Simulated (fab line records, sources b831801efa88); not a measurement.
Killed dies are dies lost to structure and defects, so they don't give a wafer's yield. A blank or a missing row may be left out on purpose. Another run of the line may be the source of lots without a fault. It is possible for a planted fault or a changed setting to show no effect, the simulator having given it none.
Comparing a struck lot with a sound one | flow gf180mcu | 18 out of 602 route steps
Sound: these wafers, L598.2, L598.3, L598.6. Struck: wafers L582.2, L582.3, L582.4. At the end, the cause is stated.
At each step with rows: each side's tool, then ch and its chambers, then its first start. Under that, the readings that differ: sound wafers | struck wafers | difference of the means | sigmas: that difference in standard deviations of wafers without a fault.
alike: readings with means less than 2 such deviations apart, plus words and numbers identical on both sides. not compared: withheld readings, readings lacking a value on some wafer, bounds such as >300 that could conceal the same value, and numbers that have no deviation in the record and whose values overlap.
Wherever a step has rows on one side only, a row that says differs or no value, or a row with sigmas, the two part there. Non-overlapping numbers with no deviation appear without sigmas and do not part them. A reading missing from all wafers of one side parts the sides only when that side holds two or more wafers.

first, 3 steps without rows for these wafers: GF_V5_EXPOSE_11 (exposes mask Via5, target cd 260 nm); GF_V5_PEB_12 (peb time 90 s); GF_V5_DEVELOP_13 (develop time 60 s).
GF_V5_CD_MEAS_14: the cd target is 260 nm.
  sound on cd sem-01 at day 32 19:39; struck on cd sem-02 at day 28 09:09
  alike: cd nm
GF_V5_OVL_MEAS_15:
  sound on overlay-01 at day 32 19:45; struck on overlay-01 at day 28 09:15
  alike: V5_OVL
GF_V5_ETCH_16: etches BARC in N2/H2.
  sound on rie diel-01 ch 2,3, day 32 19:47; struck on rie diel-04 ch 0,1,2, day 28 09:17
  alike: drypump motor current A, oes product au, throttle valve pct
GF_V5_ETCH_17: etches SiO2 in C4F8/O2/Ar, stops on TiN, target depth 855 nm.
  sound: rie diel-01 ch 2,3; struck: rie diel-04 ch 0,1,2
  alike: oes product au
then, 3 steps without rows for these wafers: GF_V5_STRIP_18 (strips in O2/N2); GF_V5_STRIP_19 (strips in post etch residue remover, time 1200 s); GF_V5_CLEAN_20 (cleans in DIW).
GF_V5_SPUTTER_21: material Ti, target thk 15 nm, time 80.02 s.
  sound on pvd sputter-04 at day 32 20:31; struck on pvd sputter-02 at day 28 09:58
  alike: throttle valve pct
GF_V5_SPUTTER_22: material TiN, target thk 10 nm, time 40 s.
  sound on pvd sputter-04 at day 32 20:34; struck on pvd sputter-02 at day 28 10:02
  alike: throttle valve pct
GF_V5_CVD_23: deposits W, target thk 350 nm, time 104.9 s.
  sound on cvd w-02 ch 0,1, day 32 20:37; struck on cvd w-02 ch 0,1, day 28 10:04
  reading                          | sound             | struck            | difference | sigmas
  model.W_of_V5_CVD_23.thk nm (nm) | 352.2 349.9 351.4 | 381.8 377.1 379.7 | +28.4      |
  alike: heater power w, susceptor temp C
GF_V5_RS_MEAS_24: the measuring method here is four-point-probe.
  sound on film metro-03 at day 32 20:44; struck on film metro-04 at day 28 10:12
  reading          | sound                | struck               | difference | sigmas
  V5_W_RS (ohm/sq) | 0.3247 0.3266 0.3262 | 0.2998 0.3038 0.3013 | -0.0242    | -10
GF_V5_THK_MEAS_25: measures by xrf.
  sound on film metro-03 at day 32 20:51; struck on film metro-04 at day 28 10:19
  reading       | sound       | struck      | difference | sigmas
  V5_W_THK (nm) | 369 366 369 | 390 386 389 | +20        | +5
GF_V5_CMP_26: polishes, stops on SiO2, t overpolish 15 s, target thk 0 nm.
  sound on cmp-02 ch 1,2, day 32 20:54; struck on cmp-02 ch 0,1,3, day 28 10:22
  alike: motor current A, slurry flow ml min, time to endpoint s
GF_TOP_METAL_SPUTTER_00: material Ti, target thk 37.5 nm, time 150 s.
  sound on pvd sputter-03 at day 32 21:12; struck on pvd sputter-03 at day 28 10:40
  alike: throttle valve pct
next, for these wafers, 1 step has no rows: GF_PASSIVATION_PROBE_99.

== WHERE THEY PART ==
Earliest at GF_V5_RS_MEAS_24; latest, in this record, at GF_V5_THK_MEAS_25. Later steps at which nothing parts them and some readings are alike: GF_V5_CMP_26, GF_TOP_METAL_SPUTTER_00.

WHY: what had been put in by the simulator
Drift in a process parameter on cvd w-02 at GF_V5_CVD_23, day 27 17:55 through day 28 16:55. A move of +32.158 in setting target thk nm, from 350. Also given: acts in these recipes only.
